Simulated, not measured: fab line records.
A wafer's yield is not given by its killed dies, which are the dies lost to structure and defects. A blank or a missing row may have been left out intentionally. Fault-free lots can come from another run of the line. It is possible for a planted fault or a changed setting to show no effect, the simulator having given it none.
Code-filled problem report in 8D (eight disciplines) form | flow gf180mcu | the parts of the form that need people (team, actions taken, sign-off) are left out

1. WHAT WENT WRONG
Wafers without a fault read 36.93 s, standard deviation 0.12; strip time to endpoint s at GF_DNWELL_STRIP_08 reads a mean of 39.15 s on 6 wafers belonging to 2 lots. Relative to the usual mean, that is a shift of +18 standard deviations.
The step: strips in O2/N2.
First seen on wafer L465.1, day 6 06:49, on plasma asher-04. The record holds 42 wafers of 14 lots with a number at this step. Rule for "out" (also "out of limits"): further than 4 standard deviations from the usual mean. The rest of the wafers with a number are treated as sound.

2. WHAT THIS IS AND IS NOT
question                    | is                               | is not
which readings at this step | strip time to endpoint s         | chamber pressure mTorr, drypump motor current A, heater power w, oes product au
which lots                  | L465, L466                       | L449, L450, L451, L452, L453, L454, L455, L457, L459, L464, L468, L472
which wafers of those lots  | all that have a number           | -
read on which tools         | plasma asher-03, plasma asher-04 | plasma asher-02
when                        | from day 6 06:49                 | up to then (30 sound wafers); but 6 sound wafers of L468, L472 came after

3. THE SUSPECTS, EACH WITH WHAT RULES IT OUT
Counting: a tool at a process step up to the reading stays a suspect if it ran every lot that is out and no sound lot after the first of them.
- litho track-04 at GF_DNWELL_COAT_02 (resist thk 3000 nm): kept. It processed each lot that is out, first L465 at day 5 22:55, and no sound lot thereafter; up to then, the last sound lot it processed was L459 at day 4 17:51.
Left after counting: litho track-04 at GF_DNWELL_COAT_02.

4. THE CAUSE (what the simulator had put in)
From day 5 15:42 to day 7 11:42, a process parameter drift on litho track-04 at GF_DNWELL_COAT_02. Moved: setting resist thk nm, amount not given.
This tool alone remained once counting was done.

5. THE EFFECT CHAIN, in route order
Each row: a reading whose mean over the struck wafers that have a number lies more than 3 standard deviations from the usual. Only readings for which the record gives a usual standard deviation are gone through. hours: the time from each lot's start at the first step in this table that gives one to its start at this step, as a median over the lots. sigmas: the change in usual standard deviations.
hours | step               | reading                  | usual   | on struck wafers | change | sigmas
0     | GF_DNWELL_STRIP_08 | strip time to endpoint s | 36.93 s | 39.15            | +2.22  | +18
Here are the process steps it includes:
- GF_DNWELL_STRIP_08: strips in O2/N2.
Later measuring or inspecting steps at which every struck wafer that the step has a row for has a number for every such reading, and none has moved that far: GF_VT_IMPLANT_RS_MEAS_47, GF_DUAL_GATE_OVL_MEAS_11.

6. HOW IT WOULD HAVE BEEN CAUGHT EARLIER
The fault began at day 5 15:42; the first out-of-limits reading in this record came at day 6 06:49, 15 hours later.
The start of GF_DNWELL_COAT_02 on litho track-04 came by day 6 06:49 for every one of the lots that are out (2). A hold on the tool at that time would have spared none of them.
